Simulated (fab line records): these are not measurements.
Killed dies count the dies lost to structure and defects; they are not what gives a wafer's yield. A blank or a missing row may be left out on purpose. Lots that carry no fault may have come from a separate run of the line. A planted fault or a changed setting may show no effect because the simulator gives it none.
A lot that was struck, set against a sound lot | flow sky130 | 18 steps out of a route of 708
Sound: the wafers L157.3, L157.4, L157.5. Wafers L171.3, L171.4, L171.5 were the ones struck. The cause comes at the end.
Order at every step that has rows: each side's tool, ch and its chambers, its first start. Under that, the readings that differ: sound wafers | struck wafers | difference of the means | sigmas: that difference in standard deviations of wafers without a fault.
alike: same words and numbers on both sides, and readings whose means sit less than 2 such deviations apart. not compared: any withheld reading, any reading some wafer has no value for, any bound like >300 that may hide the same value, and any number with overlapping values for which the record gives no deviation.
The two part at a step that has a row with sigmas, a row that says differs or no value, or rows on one side only. Numbers that don't overlap but have no deviation are shown without sigmas and don't part them. A reading missing from all wafers of one side parts the sides only when that side holds two or more wafers.

first, 1 step without rows for these wafers: SKY_FIELD_ISO_ANNEAL_26 (time 1800 s).
SKY_FIELD_ISO_CMP_27: polishes, stops on Si3N4, t overpolish 16 s, target thk 457.8 nm.
  sound on cmp-01 ch 0,1,2, day 2 23:20; struck on cmp-01 ch 0,1, day 5 21:10
  alike: motor current A, overpolish run s, platen rpm, time to endpoint s
then, 5 steps without rows for these wafers: SKY_FIELD_ISO_WET_ETCH_28 (etches SiO2 in dHF, target depth 23.7 nm, time 47 s); SKY_FIELD_ISO_WET_ETCH_29 (etches Si3N4 in H3PO4, target depth 160 nm, time 1825 s); SKY_FIELD_ISO_WET_ETCH_30 (etches SiO2 in dHF, target depth 25 nm, time 50 s); SKY_NWELL_CLEAN_00 (cleans in SC1/SC2, time 150 s); SKY_NWELL_OXIDATION_01 (stabilise 600 s, purge 300 s, target thk 10 nm).
SKY_NWELL_THK_MEAS_02:
  sound on film metro-01 at day 3 03:34; struck on film metro-01 at day 6 00:31
  alike: NWELL_OXIDATION_THK
then, 4 steps without rows for these wafers: SKY_DNWELL_DEHYDRATE_00 (time 60 s); SKY_DNWELL_HMDS_01 (prime time 60 s); SKY_DNWELL_COAT_02 (resist thk 3000 nm); SKY_DNWELL_SOFTBAKE_03.
SKY_DNWELL_EXPOSE_04: exposes mask DNM, target cd 3000 nm.
  sound on iline stepper-01 ch 0, day 3 11:38; struck on iline stepper-02 ch 0, day 6 09:19
  reading | sound             | struck            | difference | sigmas
  mask    | DNM#0 DNM#0 DNM#0 | NWM#0 NWM#0 NWM#0 | differs    |
then, 3 steps without rows for these wafers: SKY_DNWELL_PEB_05; SKY_DNWELL_DEVELOP_06 (develop time 60 s); SKY_DNWELL_IMPLANT_07.
SKY_DNWELL_STRIP_08: strips in O2/N2.
  sound on plasma asher-02 ch 0,1, day 3 19:25; struck on plasma asher-04 ch 0,1, day 6 18:38
  alike: drypump motor current A, oes product au, strip time to endpoint s
  not compared: rf hours counter h
SKY_DNWELL_TW_MEAS_09:
  sound on film metro-04 at day 3 19:30; struck on film metro-02 at day 6 18:56
  reading   | sound          | struck   | difference | sigmas
  DNWELL_TW | 1123 1124 1123 | 30 30 30 | -1093      | -99 or more
  not compared: hold

== WHERE THEY PART ==
First at SKY_DNWELL_EXPOSE_04; last, within this record, at SKY_DNWELL_TW_MEAS_09.

WHY: what the simulator had put in
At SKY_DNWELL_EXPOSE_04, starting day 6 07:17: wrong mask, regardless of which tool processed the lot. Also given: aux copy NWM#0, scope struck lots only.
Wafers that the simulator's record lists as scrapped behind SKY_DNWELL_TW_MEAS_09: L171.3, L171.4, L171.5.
